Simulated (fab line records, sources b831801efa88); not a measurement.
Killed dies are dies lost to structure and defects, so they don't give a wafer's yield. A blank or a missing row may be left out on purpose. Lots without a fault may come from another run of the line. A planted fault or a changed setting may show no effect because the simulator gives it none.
Chamber matching | flow sky130 | SKY_VIA3_ETCH_14 on rie_diel-04: 4 sister chambers
The step etches BARC in N2/H2, stops on SiO2, time 45.9 s, target depth 60 nm. 8 wafers are shown with their chamber, then 11 later ones without.

WAFERS WITH THEIR CHAMBER
wafer  | chamber | drypump_motor_current_A (A) | oes_product_au (a.u.)
L075.2 | 2       | 6.25                        | 0.843
L081.3 | 2       | 6.25                        | 0.850
L090.3 | 3       | 6.22                        | 0.854
L090.4 | 0       | 5.53                        | 0.858
L089.1 | 1       | 6.08                        | 0.855
L089.2 | 3       | 6.19                        | 0.854
L089.3 | 0       | 5.51                        | 0.855
L089.4 | 1       | 6.07                        | 0.853

WAFERS WITHOUT THEIR CHAMBER
wafer  | drypump_motor_current_A (A) | oes_product_au (a.u.)
L089.5 | 5.56                        | 0.858
L089.6 | 6.21                        | 0.854
L092.1 | 6.20                        | 0.847
L092.4 | 6.09                        | 0.856
L092.5 | 6.21                        | 0.858
L094.1 | 6.20                        | 0.844
L094.3 | 6.08                        | 0.846
L094.4 | 5.51                        | 0.847
L096.3 | 6.22                        | 0.842
L096.4 | 6.05                        | 0.851
L096.5 | 6.24                        | 0.850

WHICH CHAMBER EACH WENT THROUGH
wafer  | from the rows above     | in truth
L089.5 | 0                       | 0
L089.6 | 3                       | 3
L092.1 | can't be placed: 3 or 2 | 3
L092.4 | 1                       | 1
L092.5 | 3                       | 3
L094.1 | can't be placed: 3 or 2 | 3
L094.3 | 1                       | 1
L094.4 | 0                       | 0
L096.3 | can't be placed: 2 or 3 | 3
L096.4 | 1                       | 1
L096.5 | can't be placed: 2 or 3 | 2
Placed correctly: 7 of 11. Can't be placed from these rows: 4 (the true chamber is among the candidates in 4). Placed wrongly: 0.
How it was worked out, from the rows above alone: a wafer's distance from a chamber is the root of the sum, over the readings, of the square of ((its reading less the chamber's mean) divided by the reading's scatter). The wafer belongs to the nearest chamber; if the next one is less than 2 further off, it can't be placed. A chamber's mean is the mean of its shown wafers. The scatter: the root of (the sum of the squares of (reading less its chamber's mean) over the shown wafers, divided by (wafers less chambers)).
